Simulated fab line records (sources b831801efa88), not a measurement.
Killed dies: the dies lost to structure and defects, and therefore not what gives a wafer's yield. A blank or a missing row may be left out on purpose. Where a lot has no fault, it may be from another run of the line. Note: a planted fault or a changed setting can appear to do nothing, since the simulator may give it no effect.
fab line records -- flow sky130
record lots=11, wafers=33, lastDay=50
route steps=708 shown CAPM@539
lots that met no fault: taken from a fault-free run of the same line
startH: start of the lot's first displayed wafer, in hours after the record's first day -- waitH: how many hours have passed since the lot's step before this one -- " as in the row above -- L1.1+2: one row covering several wafers at once -- - no value, or no start given -- * or withheld: withheld -- < > ~ a bound
route shown NAME@n: names a module that has steps shown in the file, with the first one's number in the route -- usual: mean/standard deviation taken from wafers without a fault -- same: alike in all rows -- chamber/n: place in a boat -- sites: the reading at each site -- _std_site: standard deviation across them -- _edge_site: mean of outer sites minus mean of inner sites -- radiusMm: how far each site lies from the wafer's centre -- mask NAME#n: copy n -- behind: the tool/chamber that last shaped the wafer -- hold: why the lot was held/for how many hours/how that ended -- device: the transistor (n, p or np) that didn't switch -- end of line: the tests these same wafers got at the end of their route -- for a step that has no rows: nothing shown but its recipe -- killed: at the first sort, the dies lost to defects and structure; wafer yield is something else -- map: a wafer's dies, marking killed ones x, the rest . and places with no die _
set.NAME: the setting as run; set.NAME@STEP: as run at that earlier step -- model.NAME: the simulator's own value behind a step, which no gauge read
a sample of lots followed through the steps of the route, with each step as a table and each wafer as a row
services: a tool's chamber out of use, with start hour (startH, from the record's first day; less than 0 if before it), hours out, and reason
## steps
# step SKY_CAPM_SPUTTER_02
# recipe material=TiN, targetThkNm=200, tempC=300, powerW=6500, timeS=166.7, chamberPressurePa=0.4
# usual cathodeDcPowerW=6500.1/1.2, chamberPressurePa=0.4000/0.00073, throttleValvePct=30.6/1.4
# same timeS=166.7
lot.wafer,tool,chamber,startH,waitH,cathodeDcPowerW,chamberPressurePa,throttleValvePct
L246.1,pvdSputter-03,-,848.46,0.1,6499.9,0.4002,31.0
L246.4,pvdSputter-03,-,848.46,0.1,6499.0,0.4003,30.9
L246.6,pvdSputter-03,-,848.46,0.1,6498.8,0.4000,29.7
L248.1,pvdSputter-04,-,858.76,0.1,6499.7,0.3995,32.0
L248.3,pvdSputter-04,-,858.76,0.1,6501.3,0.4003,33.2
L248.6,pvdSputter-04,-,858.76,0.1,6500.3,0.4002,33.2
L252.1,pvdSputter-03,-,895.53,0.1,6498.2,0.4003,32.0
L252.2,pvdSputter-03,-,895.53,0.1,6499.3,0.3998,29.6
L252.5,pvdSputter-03,-,895.53,0.1,6499.8,0.4004,29.9
L253.3,pvdSputter-01,-,903.00,0.0,6500.2,0.4000,28.6
L253.4,pvdSputter-01,-,903.00,0.0,6500.5,0.4002,30.3
L253.5,pvdSputter-01,-,903.00,0.0,6499.7,0.4005,30.6
L255.2,pvdSputter-04,-,920.61,0.0,6501.0,0.3996,31.9
L255.4,pvdSputter-04,-,920.61,0.0,6500.8,0.4000,29.1
L255.6,pvdSputter-04,-,920.61,0.0,6500.9,0.4012,29.0
L261.1,pvdSputter-03,-,970.91,0.1,6500.9,0.4004,29.6
L261.3,pvdSputter-03,-,970.91,0.1,6501.6,0.4002,31.0
L261.5,pvdSputter-03,-,970.91,0.1,6500.3,0.4007,31.8
L262.4,pvdSputter-03,-,971.67,0.0,6029.6,0.3996,29.8
L262.5,pvdSputter-03,-,971.67,0.0,6035.6,0.3985,31.7
L262.6,pvdSputter-03,-,971.67,0.0,6031.0,0.3995,29.4
L263.1,pvdSputter-03,-,976.78,0.1,6030.5,0.4006,29.7
L263.5,pvdSputter-03,-,976.78,0.1,6032.4,0.4004,30.9
L263.6,pvdSputter-03,-,976.78,0.1,6030.9,0.4000,31.9
L264.3,pvdSputter-03,-,980.09,0.0,6032.3,0.3992,29.7
L264.4,pvdSputter-03,-,980.09,0.0,6031.6,0.3986,30.9
L264.6,pvdSputter-03,-,980.09,0.0,6031.3,0.3985,29.8
L267.1,pvdSputter-04,-,993.43,0.1,6500.4,0.3986,29.4
L267.2,pvdSputter-04,-,993.43,0.1,6501.0,0.3996,29.1
L267.6,pvdSputter-04,-,993.43,0.1,6500.7,0.4001,29.0
L268.1,pvdSputter-04,-,1007.06,0.1,6501.3,0.3992,31.8
L268.2,pvdSputter-04,-,1007.06,0.1,6500.2,0.4013,32.9
L268.4,pvdSputter-04,-,1007.06,0.1,6498.9,0.3995,29.2
# step SKY_CAPM_RS_MEAS_03
# recipe thkMeasGauge=four-point-probe, reads=TiN_of_CAPM_SPUTTER_02
# usual CAPM_TIN_RS=6.93/0.088
lot.wafer,tool,chamber,startH,waitH,hold,CAPM_TIN_RS[ohm/sq]
L246.1,filmMetro-02,-,848.57,0.1,-,7.06
L246.4,filmMetro-02,-,848.57,0.1,-,6.98
L246.6,filmMetro-02,-,848.57,0.1,-,6.92
L248.1,filmMetro-04,-,858.87,0.1,-,6.91
L248.3,filmMetro-04,-,858.87,0.1,-,6.99
L248.6,filmMetro-04,-,858.87,0.1,-,6.98
L252.1,filmMetro-04,-,895.64,0.1,-,7.03
L252.2,filmMetro-04,-,895.64,0.1,-,6.85
L252.5,filmMetro-04,-,895.64,0.1,-,6.80
L253.3,filmMetro-01,-,903.15,0.1,-,6.85
L253.4,filmMetro-01,-,903.15,0.1,-,6.91
L253.5,filmMetro-01,-,903.15,0.1,-,6.94
L255.2,filmMetro-04,-,920.74,0.1,-,7.03
L255.4,filmMetro-04,-,920.74,0.1,-,7.13
L255.6,filmMetro-04,-,920.74,0.1,-,7.04
L261.1,filmMetro-04,-,971.04,0.1,-,6.91
L261.3,filmMetro-04,-,971.04,0.1,-,6.88
L261.5,filmMetro-04,-,971.04,0.1,-,7.00
L262.4,filmMetro-01,-,971.84,0.1,awaitDispo/0.2h/release,7.39
L262.5,filmMetro-01,-,971.84,0.1,awaitDispo/0.2h/release,7.60
L262.6,filmMetro-01,-,971.84,0.1,awaitDispo/0.2h/release,7.48
L262.4,filmMetro-01,-,972.13,0.3,-,7.39
L262.5,filmMetro-01,-,972.13,0.3,-,7.61
L262.6,filmMetro-01,-,972.13,0.3,-,7.48
L263.1,filmMetro-04,-,976.89,0.1,awaitDispo/0.2h/release,7.58
L263.5,filmMetro-04,-,976.89,0.1,awaitDispo/0.2h/release,7.68
L263.6,filmMetro-04,-,976.89,0.1,awaitDispo/0.2h/release,7.76
L263.1,filmMetro-04,-,977.18,0.3,-,7.58
L263.5,filmMetro-04,-,977.18,0.3,-,7.67
L263.6,filmMetro-04,-,977.18,0.3,-,7.75
L264.3,filmMetro-04,-,980.24,0.1,awaitDispo/0.2h/release,7.26
L264.4,filmMetro-04,-,980.24,0.1,awaitDispo/0.2h/release,7.34
L264.6,filmMetro-04,-,980.24,0.1,awaitDispo/0.2h/release,7.34
L264.3,filmMetro-04,-,980.60,0.3,-,7.25
L264.4,filmMetro-04,-,980.60,0.3,-,7.36
L264.6,filmMetro-04,-,980.60,0.3,-,7.35
L267.1,filmMetro-01,-,993.54,0.1,-,6.99
L267.2,filmMetro-01,-,993.54,0.1,-,6.81
L267.6,filmMetro-01,-,993.54,0.1,-,6.81
L268.1,filmMetro-01,-,1007.17,0.1,-,6.87
L268.2,filmMetro-01,-,1007.17,0.1,-,6.94
L268.4,filmMetro-01,-,1007.17,0.1,-,6.89
# step SKY_CAPM_THK_MEAS_04
# recipe thkMeasGauge=xrf, reads=TiN_of_CAPM_SPUTTER_02
# usual CAPM_TIN_THK=196.6/2.7
lot.wafer,tool,chamber,startH,waitH,hold,CAPM_TIN_THK[nm]
L246.1,filmMetro-02,-,848.69,0.1,-,193.8
L246.4,filmMetro-02,-,848.69,0.1,-,195.6
L246.6,filmMetro-02,-,848.69,0.1,-,197.9
L248.1,filmMetro-04,-,858.99,0.1,-,196.0
L248.3,filmMetro-04,-,858.99,0.1,-,193.8
L248.6,filmMetro-04,-,858.99,0.1,-,194.6
L252.1,filmMetro-04,-,895.76,0.1,-,193.5
L252.2,filmMetro-04,-,895.76,0.1,-,198.0
L252.5,filmMetro-04,-,895.76,0.1,-,199.9
L253.3,filmMetro-01,-,903.25,0.1,-,200.8
L253.4,filmMetro-01,-,903.25,0.1,-,199.0
L253.5,filmMetro-01,-,903.25,0.1,-,197.8
L255.2,filmMetro-04,-,920.85,0.1,-,193.7
L255.4,filmMetro-04,-,920.85,0.1,-,190.6
L255.6,filmMetro-04,-,920.85,0.1,-,194.1
L261.1,filmMetro-04,-,971.16,0.1,-,197.2
L261.3,filmMetro-04,-,971.16,0.1,-,195.9
L261.5,filmMetro-04,-,971.16,0.1,-,194.8
L262.4,filmMetro-01,-,975.25,3.1,awaitDispo/0.2h/release,184.8
L262.5,filmMetro-01,-,975.25,3.1,awaitDispo/0.2h/release,179.6
L262.6,filmMetro-01,-,975.25,3.1,awaitDispo/0.2h/release,182.4
L262.4,filmMetro-01,-,975.48,0.2,-,184.3
L262.5,filmMetro-01,-,975.48,0.2,-,180.1
L262.6,filmMetro-01,-,975.48,0.2,-,182.0
L263.1,filmMetro-04,-,982.50,5.3,awaitDispo/0.2h/release,179.5
L263.5,filmMetro-04,-,982.50,5.3,awaitDispo/0.2h/release,177.1
L263.6,filmMetro-04,-,982.50,5.3,awaitDispo/0.2h/release,175.7
L263.1,filmMetro-04,-,982.76,0.3,-,179.0
L263.5,filmMetro-04,-,982.76,0.3,-,177.3
L263.6,filmMetro-04,-,982.76,0.3,-,176.1
L264.3,filmMetro-04,-,985.07,4.4,awaitDispo/0.2h/release,186.2
L264.4,filmMetro-04,-,985.07,4.4,awaitDispo/0.2h/release,184.4
L264.6,filmMetro-04,-,985.07,4.4,awaitDispo/0.2h/release,184.0
L264.3,filmMetro-04,-,985.29,0.2,-,185.7
L264.4,filmMetro-04,-,985.29,0.2,-,184.3
L264.6,filmMetro-04,-,985.29,0.2,-,184.4
L267.1,filmMetro-01,-,993.66,0.1,-,197.3
L267.2,filmMetro-01,-,993.66,0.1,-,200.9
L267.6,filmMetro-01,-,993.66,0.1,-,201.8
L268.1,filmMetro-01,-,1007.29,0.1,-,199.8
L268.2,filmMetro-01,-,1007.29,0.1,-,197.2
L268.4,filmMetro-01,-,1007.29,0.1,-,198.7
# step SKY_CAPM_METAL_ETCH_13
# recipe targetDepthNm=220, stopOn=SiO2, chemistry=Cl2/BCl3, target=TiN, pressureMtorr=10, icpW=900, biasW=48.5, Cl2_flow_sccm=60, bcl3FlowSccm=30, timeS=62.9
# usual chamberPressureMTorr=10.000/0.0093, drypumpMotorCurrentA=5.75/0.21, heBacksideLeakSccm=3.39/0.23, oesProductAu=0.940/0.0085, throttleValvePct=21.903/0.01
# same timeS=62.9
lot.wafer,tool,chamber,startH,waitH,chamberPressureMTorr,drypumpMotorCurrentA,heBacksideLeakSccm,oesProductAu,rfHoursCounterH,throttleValvePct
L246.1,rieMetal-04,1,874.09,0.0,10.010,5.67,3.69,0.931,8,21.917
L246.4,rieMetal-04,1,874.09,0.0,9.998,5.67,3.63,0.939,-,21.903
L246.6,rieMetal-04,1,874.09,0.0,10.020,5.68,3.57,0.946,-,21.894
L248.1,rieMetal-01,1,884.69,0.0,9.993,5.68,3.57,0.941,10,21.905
L248.3,rieMetal-01,1,884.69,0.0,10.001,5.67,3.61,0.938,-,21.919
L248.6,rieMetal-01,1,884.69,0.0,10.014,5.68,3.47,0.934,-,21.921
L252.1,rieMetal-03,0,919.60,0.0,9.980,5.49,3.48,0.934,6,21.893
L252.2,rieMetal-03,1,919.60,0.0,9.991,5.93,3.46,0.946,8,21.897
L252.5,rieMetal-03,0,919.60,0.0,10.001,5.47,3.38,0.946,-,21.897
L253.3,rieMetal-01,1,926.07,0.0,9.997,5.64,3.41,0.944,-,21.894
L253.4,rieMetal-01,0,926.07,0.0,10.007,6.03,3.16,0.943,-,21.910
L253.5,rieMetal-01,0,926.07,0.0,9.998,6.01,3.10,0.944,-,21.899
L255.2,rieMetal-01,0,945.53,0.0,9.991,5.99,3.08,0.929,7,21.907
L255.4,rieMetal-01,0,945.53,0.0,10.003,6.00,3.08,0.923,-,21.939
L255.6,rieMetal-01,0,945.53,0.0,9.997,5.99,3.13,0.940,-,21.908
L261.1,rieMetal-03,0,994.35,0.0,9.997,5.49,3.47,0.945,11,21.911
L261.3,rieMetal-03,0,994.35,0.0,9.993,5.48,3.34,0.947,-,21.898
L261.5,rieMetal-03,0,994.35,0.0,9.988,5.49,3.50,0.934,-,21.901
L262.4,rieMetal-04,1,995.57,0.0,9.989,5.67,3.65,0.900,-,21.940
L262.5,rieMetal-04,1,995.57,0.0,10.010,5.67,3.60,0.891,-,21.927
L262.6,rieMetal-04,0,995.57,0.0,9.996,6.12,2.94,0.900,-,21.921
L263.1,rieMetal-03,0,1000.00,0.0,9.982,5.51,3.68,0.885,11,21.944
L263.5,rieMetal-03,1,1000.00,0.0,10.007,5.93,3.49,0.885,-,21.918
L263.6,rieMetal-03,0,1000.00,0.0,9.998,5.46,3.59,0.885,-,21.944
L264.3,rieMetal-03,1,1003.91,0.0,9.999,5.89,3.54,0.923,-,21.920
L264.4,rieMetal-03,0,1003.91,0.0,10.003,5.52,3.38,0.908,-,21.918
L264.6,rieMetal-03,1,1003.91,0.0,10.001,5.90,3.55,0.909,-,21.910
L267.1,rieMetal-03,1,1014.73,0.0,10.011,5.92,3.60,0.944,12,21.901
L267.2,rieMetal-03,0,1014.73,0.0,9.998,5.50,3.47,0.949,12,21.903
L267.6,rieMetal-03,0,1014.73,0.0,10.004,5.49,3.44,0.950,-,21.900
L268.1,rieMetal-04,1,1029.48,0.0,10.009,5.68,4.39,0.946,16,21.922
L268.2,rieMetal-04,1,1029.48,0.0,10.010,5.67,3.42,0.940,-,21.896
L268.4,rieMetal-04,1,1029.48,0.0,10.005,5.68,3.29,0.939,-,21.912
## services
tool,chamber,startH,hours,kind
pvdSputter-01,-,865.49,0.9,repair
rieMetal-04,0,873.26,-,clean
rieMetal-04,0,873.26,22.9,scheduledDown
rieMetal-04,0,873.26,22.9,ventCycle
rieMetal-03,1,945.34,4.5,repair
pvdSputter-01,-,957.19,4.6,repair
pvdSputter-01,-,973.62,3.5,repair
rieMetal-03,1,978.67,17.9,repair
rieMetal-03,-,980.57,2.8,pm
pvdSputter-03,-,1019.20,13.2,repair
## key
firstSign step=SKY_CAPM_SPUTTER_02, reading=cathodeDcPowerW, direction=down, sigmas=99+, usual=6500.1, struck=6031.7
effect step=SKY_CAPM_RS_MEAS_03, reading=visit, direction=added
effect step=SKY_CAPM_RS_MEAS_03, reading=CAPM_TIN_RS, direction=up, sigmas=6.3, usual=6.93, struck=7.49
effect step=SKY_CAPM_THK_MEAS_04, reading=visit, direction=added
effect step=SKY_CAPM_THK_MEAS_04, reading=CAPM_TIN_THK, direction=down, sigmas=5.5, usual=196.6, struck=181.5
effect step=SKY_CAPM_METAL_ETCH_13, reading=oesProductAu, direction=down, sigmas=4.9, usual=0.940, struck=0.898
metAt SKY_CAPM_SPUTTER_02
struckLots L262,L263,L264
onsetBetween 970.91 971.67
fault kind=processParameterDrift, tool=pvdSputter-03, chamber=-, onsetH=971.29, steps=SKY_CAPM_SPUTTER_02, channel=powerW, offset=*, shape=step, endH=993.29, actsIn=*, stated=*
